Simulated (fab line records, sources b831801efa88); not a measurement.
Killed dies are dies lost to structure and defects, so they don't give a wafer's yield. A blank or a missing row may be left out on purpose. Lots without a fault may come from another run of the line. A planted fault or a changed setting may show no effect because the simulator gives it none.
Which tool did it? | flow gf180mcu | 12 lots, 36 wafers sampled, at 3 steps of a route of 602

WHAT THE GAUGES READ, wafer by wafer
GF_M5_OVL_MEAS_08.
lot  | measured     | on         | M5_OVL (nm)
L455 | day 26 03:27 | overlay-01 | 1 -2 1
L456 | day 26 12:05 | overlay-02 | -10 -2 0
L457 | day 26 20:51 | overlay-02 | 8 11 10
L458 | day 27 06:07 | overlay-01 | 3 3 4
L459 | day 27 09:31 | overlay-01 | 7 4 6
L461 | day 28 05:59 | overlay-01 | -8 -5 -3
L468 | day 30 07:29 | overlay-02 | 1 3 -2
L469 | day 30 09:44 | overlay-02 | -6 -5 -12
L470 | day 31 01:16 | overlay-01 | 0 1 4
L472 | day 31 12:48 | overlay-01 | -5 -1 -1
L476 | day 32 11:32 | overlay-02 | 13 14 11
L477 | day 32 14:05 | overlay-01 | 0 4 0

WHICH TOOL RAN EACH LOT (tool, then ch and the chambers of the sampled wafers, then the start)
lot  | GF_M1_STRIP_17                       | GF_MIM_CVD_05
L455 | plasma_asher-02 ch 0,1, day 16 22:58 | pecvd-03 ch 0,1, day 24 08:03
L456 | plasma_asher-02 ch 0,1, day 17 09:18 | pecvd-02 ch 0,1,2, day 24 16:55
L457 | plasma_asher-02 ch 0,1, day 17 19:08 | pecvd-04 ch 0,2, day 25 02:26
L458 | plasma_asher-03 ch 0,1, day 18 05:38 | pecvd-03 ch 0,2, day 25 11:55
L459 | plasma_asher-02 ch 0, day 18 09:50   | pecvd-04 ch 0,1,2, day 25 15:35
L461 | plasma_asher-02 ch 0,1, day 19 10:28 | pecvd-04 ch 0,1,2, day 26 13:38
L468 | plasma_asher-02 ch 1, day 21 23:27   | pecvd-03 ch 0,2, day 28 17:44
L469 | plasma_asher-02 ch 0,1, day 22 02:05 | pecvd-03 ch 0,1, day 28 19:18
L470 | plasma_asher-02 ch 0,1, day 22 22:55 | pecvd-02 ch 0,1,2, day 29 11:32
L472 | plasma_asher-03 ch 0,1, day 23 13:16 | pecvd-03 ch 1,2, day 30 00:40
L476 | plasma_asher-03 ch 0,1, day 24 19:27 | pecvd-04 ch 0,1, day 31 00:53
L477 | plasma_asher-04 ch 0,1, day 25 00:03 | pecvd-02 ch 0,1,2, day 31 04:24
- GF_M1_STRIP_17: strips in O2/N2.
- GF_MIM_CVD_05: deposits Si3N4, target thk 42 nm, time 29.086 s.

WHAT THE TOOLS THEMSELVES READ (means of the sampled wafers that have a number; where no wafer has one, the mark that the record gives instead)
GF_M1_STRIP_17.
lot  | tool            | drypump_motor_current_A (A) | heater_power_w (W) | oes_product_au (a.u.) | strip_time_to_endpoint_s (s)
L455 | plasma_asher-02 | 5.7                         | 307                | 0.537                 | 7.41
L456 | plasma_asher-02 | 5.7                         | 309                | 0.531                 | 7.33
L457 | plasma_asher-02 | 5.7                         | 306                | 0.543                 | 7.43
L458 | plasma_asher-03 | 5.4                         | 353                | 0.536                 | 7.32
L459 | plasma_asher-02 | 6.2                         | 337                | 0.538                 | 7.39
L461 | plasma_asher-02 | 5.7                         | 310                | 0.537                 | 7.38
L468 | plasma_asher-02 | 5.5                         | 291                | 0.536                 | 7.38
L469 | plasma_asher-02 | 5.7                         | 307                | 0.538                 | 7.46
L470 | plasma_asher-02 | 6.0                         | 324                | 0.543                 | 7.46
L472 | plasma_asher-03 | 5.4                         | 352                | 0.540                 | 7.37
L476 | plasma_asher-03 | 5.4                         | 337                | 0.534                 | 7.36
L477 | plasma_asher-04 | 6.0                         | 355                | 0.538                 | 7.39

GF_MIM_CVD_05.
lot  | tool     | heater_power_w (W)
L455 | pecvd-03 | 670
L456 | pecvd-02 | 725
L457 | pecvd-04 | 739
L458 | pecvd-03 | 580
L459 | pecvd-04 | 690
L461 | pecvd-04 | 689
L468 | pecvd-03 | 704
L469 | pecvd-03 | 692
L470 | pecvd-02 | 773
L472 | pecvd-03 | 668
L476 | pecvd-04 | 639
L477 | pecvd-02 | 771

THE ANSWER, worked out from the rows above alone
Rule: what is usual is taken from the lots themselves. Put in order of their means at a reading, lots are off if they are a third of the lots or fewer, leave a main group of 4 or more, and stand apart from it by a gap of 3 or more times the standard deviation of the main group's means; of several such gaps the widest counts. A main group whose means are all the same, to the digits that the tables above print for the reading, isn't used. A lot without any number at a reading at which 4 lots or more have one is off too. The other lots that the step has rows for count as sound. The gauges are gone through in route order, then the tools' own readings, and for those a lot's mean is taken as printed above. The first step at which some lot is off is used, and at that step the reading that is off furthest; a lot without a number counts as furthest.
No lot is off at any reading shown: from this, nothing can be told.

WHAT THE SIMULATOR HAD PUT IN
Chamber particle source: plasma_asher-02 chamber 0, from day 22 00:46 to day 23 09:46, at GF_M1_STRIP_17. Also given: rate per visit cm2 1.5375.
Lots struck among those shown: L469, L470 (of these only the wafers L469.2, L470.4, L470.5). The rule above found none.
